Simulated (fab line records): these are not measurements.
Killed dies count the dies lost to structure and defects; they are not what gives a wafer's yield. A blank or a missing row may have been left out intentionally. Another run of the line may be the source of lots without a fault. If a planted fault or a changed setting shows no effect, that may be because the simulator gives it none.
One fault through the eyes of 2 desks :: flow sfq line :: only its own numbers are on each desk; what lay behind them is given at the end

== FROM THE METROLOGY DESK ==
What the gauges read, lot by lot, whatever tool the lot ran on: means of the sampled wafers that have a number. If a lot's mean is further than 4 standard deviations from the usual mean, the lot is out of limits and carries the mark OUT (the distance appears in the brackets).
Columns: A = M2_NB_RS at SFQ_M2_RS_MEAS_914, usual 0.886 ohm/sq; B = M2_OVL at SFQ_M2_OVL_MEAS_916, usual 4 nm
lot: L415
first seen here: day 25 01:16
A: 0.889
B: 5

lot: L417
first seen here: day 25 04:17
A: 0.889
B: 13

lot: L432
first seen here: day 27 00:22
A: 0.900
B: 3

lot: L433
first seen here: day 27 01:35
A: 0.884
B: 3

lot: L436
first seen here: day 40 04:49
A: 0.896
B: 9

lot: L437
first seen here: day 40 16:14
A: 0.890
B: 5
This desk's verdict: no lot among the 6 shows anything out of limits.

== TOOL OWNER'S DESK, litho track-01 ==
The tool's own readings at SFQ_TRILAYER_M2_LITHO_PEB_060 (peb time 60 s): means of the sampled wafers that have a number, for each lot that ran on this tool. If a lot's mean is further than 4 standard deviations from the usual mean, the lot is out of limits and carries the mark OUT (the distance appears in the brackets).
Columns: A = heater power total W at SFQ_TRILAYER_M2_LITHO_PEB_060, usual 79.15 W
lot: L415
first seen here: day 32 05:48
A: 79.15

lot: L432
first seen here: day 33 16:26
A: 80.57 (+21) OUT

lot: L433
first seen here: day 33 17:39
A: 79.85 (+10) OUT

lot: L437
first seen here: day 41 16:03
A: 79.13
Finding of this desk: L432, L433 out of limits; the first was L432 at day 33 16:26, on heater power total W at SFQ_TRILAYER_M2_LITHO_PEB_060. L415, L437 stayed within limits.

== BROUGHT TOGETHER ==
The tool owner's desk had the chance to raise an alarm at day 33 16:26 on L432, L433.
The metrology desk saw nothing out of limits.
The metrology desk holds a record of L432, L433, inside its limits.
Of the lots named, all ran SFQ_TRILAYER_M2_LITHO_PEB_060 on litho track-01.

== WHAT HAD BEEN PUT IN BY THE SIMULATOR ==
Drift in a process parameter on litho track-01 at SFQ_TRILAYER_M2_LITHO_PEB_060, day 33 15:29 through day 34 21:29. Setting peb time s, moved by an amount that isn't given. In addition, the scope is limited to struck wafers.
Lots struck among those shown: L432, L433.
Hours from the fault's start to each desk's first reading out of limits: the tool owner's desk, 1.
